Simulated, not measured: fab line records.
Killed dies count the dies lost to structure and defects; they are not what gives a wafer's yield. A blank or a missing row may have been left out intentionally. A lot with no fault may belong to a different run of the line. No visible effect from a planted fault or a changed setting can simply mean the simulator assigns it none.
What tool caused it? ; flow sky130 ; 11 lots, 33 wafers sampled, at 2 steps of a route of 708

WHAT THE GAUGES SHOWED, per wafer
SKY_VIA1_RS_MEAS_22: measurement is done with a four-point probe.
lot;measured;on;VIA1_W_RS (ohm/sq)
L780;day 34 15:44;film_metro-02;0.427 0.423 0.427
L781;day 34 18:46;film_metro-01;0.426 0.422 0.424
L785;day 36 01:02;film_metro-03;0.408 0.407 0.410
L784;day 36 02:32;film_metro-03;0.431 0.411 0.410
L786;day 36 09:18;film_metro-01;0.432 0.431 0.427
L787;day 36 12:09;film_metro-03;0.419 0.423 0.425
L792;day 37 20:01;film_metro-03;0.422 0.419 0.427
L798;day 39 23:25;film_metro-03;0.417 0.435 0.417
L799;day 40 01:10;film_metro-03;0.425 0.417 0.406
L800;day 40 15:12;film_metro-03;0.422 0.419 0.436
L802;day 40 18:41;film_metro-02;0.426 0.427 0.411

SKY_VIA1_THK_MEAS_23: measures by xrf.
lot;measured;on;VIA1_W_THK (nm)
L780;day 34 15:51;film_metro-02;267 271 267
L781;day 34 18:52;film_metro-01;264 264 263
L785;day 36 01:10;film_metro-03;279 278 277
L784;day 36 02:38;film_metro-03;265 276 277
L786;day 36 09:25;film_metro-01;259 258 262
L787;day 36 12:16;film_metro-03;272 269 267
L792;day 37 20:08;film_metro-03;269 269 265
L798;day 39 23:31;film_metro-03;272 262 273
L799;day 40 01:17;film_metro-03;264 268 278
L800;day 40 15:19;film_metro-03;267 269 259
L802;day 40 18:49;film_metro-02;266 266 276

EACH LOT AND THE TOOL THAT RAN IT (in order: tool; ch and the chambers of the sampled wafers; start)
The record holds no process step before these readings.

WHAT THE TOOLS THEMSELVES READ (means of the sampled wafers that have a number; where no wafer has one, the mark that the record gives instead)
The record holds no such reading with a usual standard deviation.

THE ANSWER, worked out from the rows above alone
Rule: the usual values come from the lots themselves. Put in order of their means at a reading, lots are off if they are a third of the lots or fewer, leave a main group of 4 or more, and stand apart from it by a gap of 3 or more times the standard deviation of the main group's means; of several such gaps the widest counts. If all means in a main group match to the digits the tables above print for the reading, that group is not used. Also off: a lot with no number at a reading for which 4 or more lots have one. All remaining lots with rows at the step are treated as sound. After the gauges, taken in route order, come the tools' own readings; for these a lot's mean is taken, as printed above. The first step at which some lot is off is used, and at that step the reading that is off furthest; a lot without a number counts as furthest.
Across all readings shown, no lot is off: no conclusion can be drawn from this.

WHAT THE SIMULATOR PUT IN
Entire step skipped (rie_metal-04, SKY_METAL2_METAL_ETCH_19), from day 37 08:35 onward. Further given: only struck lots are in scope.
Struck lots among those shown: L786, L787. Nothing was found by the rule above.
